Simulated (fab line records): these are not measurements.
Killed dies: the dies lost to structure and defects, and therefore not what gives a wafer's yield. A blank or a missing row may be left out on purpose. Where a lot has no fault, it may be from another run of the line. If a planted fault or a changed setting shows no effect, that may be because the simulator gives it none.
Which tool is to blame? -- flow gf180mcu -- 15 lots with 42 wafers sampled at 5 steps, on a route of 602 steps

WHAT THE GAUGES SHOWED, per wafer
GF_STI_THK_MEAS_02.
lot,measured,on,STI_OXIDATION_THK (nm)
L796,day 1 12:19,filmMetro-02,9.76 9.88 9.77
L797,day 1 17:28,filmMetro-04,9.97 10.04 10.05
L798,day 1 21:50,filmMetro-04,9.94 10.12 10.07
L799,day 2 02:43,filmMetro-02,10.25 10.11 10.19
L800,day 2 07:31,filmMetro-04,10.08 9.92 10.14
L802,day 2 17:46,filmMetro-02,9.95 9.89 10.03
L803,day 2 22:42,filmMetro-03,10.22 10.23 10.22
L804,day 3 03:31,filmMetro-02,10.21 10.10 10.04
L805,day 3 08:43,filmMetro-02,9.76 9.84 9.85
L806,day 3 14:19,filmMetro-04,10.07 10.01 10.19
L807,day 3 18:31,filmMetro-02,9.98 9.86 10.03
L808,day 3 23:36,filmMetro-04,10.14 9.93
L809,day 4 04:31,filmMetro-04,10.29 10.09
L810,day 4 09:33,filmMetro-02,9.98 10.15
L818,day 6 04:06,filmMetro-04,10.08 10.04 10.16

GF_STI_CD_MEAS_12: target cd 220 nm.
lot,measured,on,cdNm (nm)
L796,day 2 01:43,cdSem-01,218.7 218.9 218.8
L797,day 2 07:52,cdSem-01,221.1 222.0 221.5
L798,day 2 11:35,cdSem-01,221.3 221.1 220.2
L799,day 2 16:53,cdSem-01,219.7 218.9 218.6
L800,day 2 21:38,cdSem-01,222.2 221.2 221.0
L802,day 3 08:32,cdSem-02,217.9 218.7 217.1
L803,day 3 14:23,cdSem-01,220.9 220.9 221.2
L804,day 3 18:49,cdSem-02,219.9 219.2 220.7
L805,day 3 23:43,cdSem-02,221.2 221.7 221.4
L806,day 4 05:55,cdSem-01,218.0 219.3 217.1
L807,day 4 09:41,cdSem-01,220.7 222.2 221.2
L808,day 4 15:25,cdSem-02,216.6 184.0
L809,day 4 19:50,cdSem-01,219.5 186.2
L810,day 5 01:10,cdSem-01,188.0 188.6
L818,day 6 21:47,cdSem-01,219.7 219.6 217.7

GF_STI_THK_MEAS_30.
lot,measured,on,STI_OXIDATION_02_THK (nm)
L796,day 2 06:05,filmMetro-04,9.91 9.81 9.88
L797,day 2 12:38,filmMetro-03,10.20 10.16 10.14
L798,day 2 17:41,filmMetro-03,9.94 9.97 9.92
L799,day 2 21:18,filmMetro-02,9.95 10.08 10.18
L800,day 3 03:40,filmMetro-04,10.09 10.12 10.03
L802,day 3 12:55,filmMetro-02,9.98 9.91 9.91
L803,day 3 19:08,filmMetro-02,10.16 10.01 10.01
L804,day 3 23:31,filmMetro-03,10.09 10.16 10.03
L805,day 4 04:07,filmMetro-02,9.85 9.87 9.95
L806,day 4 10:41,filmMetro-02,10.03 10.02 9.84
L807,day 4 14:45,filmMetro-03,10.05 10.04 10.19
L808,day 4 20:35,filmMetro-02,9.90 9.95
L809,day 5 00:22,filmMetro-04,9.96 9.88
L810,day 5 05:53,filmMetro-03,9.99 10.00
L818,day 7 02:08,filmMetro-02,10.01 9.75 9.74

GF_DNWELL_TW_MEAS_09.
lot,measured,on,DNWELL_TW
L796,day 2 18:44,filmMetro-03,1377 1374 1372
L797,day 3 01:56,filmMetro-01,1348 1350 1352
L798,day 3 06:05,filmMetro-02,1328 1324 1318
L799,day 3 10:02,filmMetro-02,1318 1314 1324
L800,day 3 16:26,filmMetro-03,1371 1373 1370
L802,day 4 01:53,filmMetro-02,1330 1327 1331
L803,day 4 08:16,filmMetro-01,1353 1361 1356
L804,day 4 13:43,filmMetro-01,1344 1340 1346
L805,day 4 18:11,filmMetro-01,1357 1353 1355
L806,day 5 00:47,filmMetro-03,1358 1352 1343
L807,day 5 04:47,filmMetro-03,1352 1349 1348
L808,day 5 10:34,filmMetro-01,1347 1337
L809,day 5 14:47,filmMetro-03,1349 1348
L810,day 5 20:10,filmMetro-02,1320 1328
L818,day 7 18:20,filmMetro-02,1324 1322 1326

TOOL THAT RAN EACH LOT (tool first, then ch and the chambers of the sampled wafers, then the start)
lot,GF_STI_EXPOSE_09
L796,"krfScanner-01 ch 0, day 1 19:54"
L797,"krfScanner-02 ch 0, day 2 02:16"
L798,"krfScanner-01 ch 0, day 2 05:50"
L799,"krfScanner-02 ch 0, day 2 11:14"
L800,"krfScanner-02 ch 0, day 2 15:50"
L802,"krfScanner-01 ch 0, day 3 02:16"
L803,"krfScanner-01 ch 0, day 3 07:31"
L804,"krfScanner-01 ch 0, day 3 11:41"
L805,"krfScanner-02 ch 0, day 3 17:54"
L806,"krfScanner-02 ch 0, day 3 22:56"
L807,"krfScanner-01 ch 0, day 4 02:23"
L808,"krfScanner-02 ch 0, day 4 08:43"
L809,"krfScanner-02 ch 0, day 4 13:20"
L810,"krfScanner-02 ch 0, day 4 18:04"
L818,"krfScanner-01 ch 0, day 6 14:25"
- GF_STI_EXPOSE_09: exposes mask COMP, target cd 220 nm.

WHAT THE TOOLS THEMSELVES READ (means of the sampled wafers that have a number; where no wafer has one, the mark that the record gives instead)
The record holds no such reading with a usual standard deviation.

THE ANSWER, worked out from the rows above alone
Rule: usual is defined by the lots themselves. Put in order of their means at a reading, lots are off if they are a third of the lots or fewer, leave a main group of 4 or more, and stand apart from it by a gap of 3 or more times the standard deviation of the main group's means; of several such gaps the widest counts. The tables above print the reading to a certain number of digits; a main group whose means all agree to those digits is not used. A lot without any number at a reading at which 4 lots or more have one is off too. Where the step has rows for the other lots, those lots are counted as sound. First the gauges in route order, then the tools' own readings, where a lot's mean is used as printed above. At the first step where some lot is off, the reading lying furthest off is the one used; lots without a number count as furthest.
Off, at GF_STI_CD_MEAS_12 on cdNm: L808, L809, L810. The main group has a mean of 220.0 nm with a standard deviation of 1.3.
If a tool, at a process step before that reading, ran all the lots that are off and no sound lot after the first of them, it fits. The gauges at GF_STI_CD_MEAS_12 are tried like those tools. One fits: krfScanner-02 at GF_STI_EXPOSE_09. A fault onset in the window from L806 (day 3 22:56, its last sound lot) to L808 (day 4 08:43, its first lot off) fits.

WHAT HAD BEEN PUT IN BY THE SIMULATOR
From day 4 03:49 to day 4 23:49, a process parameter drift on krfScanner-02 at GF_STI_EXPOSE_09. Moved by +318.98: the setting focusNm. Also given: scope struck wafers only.
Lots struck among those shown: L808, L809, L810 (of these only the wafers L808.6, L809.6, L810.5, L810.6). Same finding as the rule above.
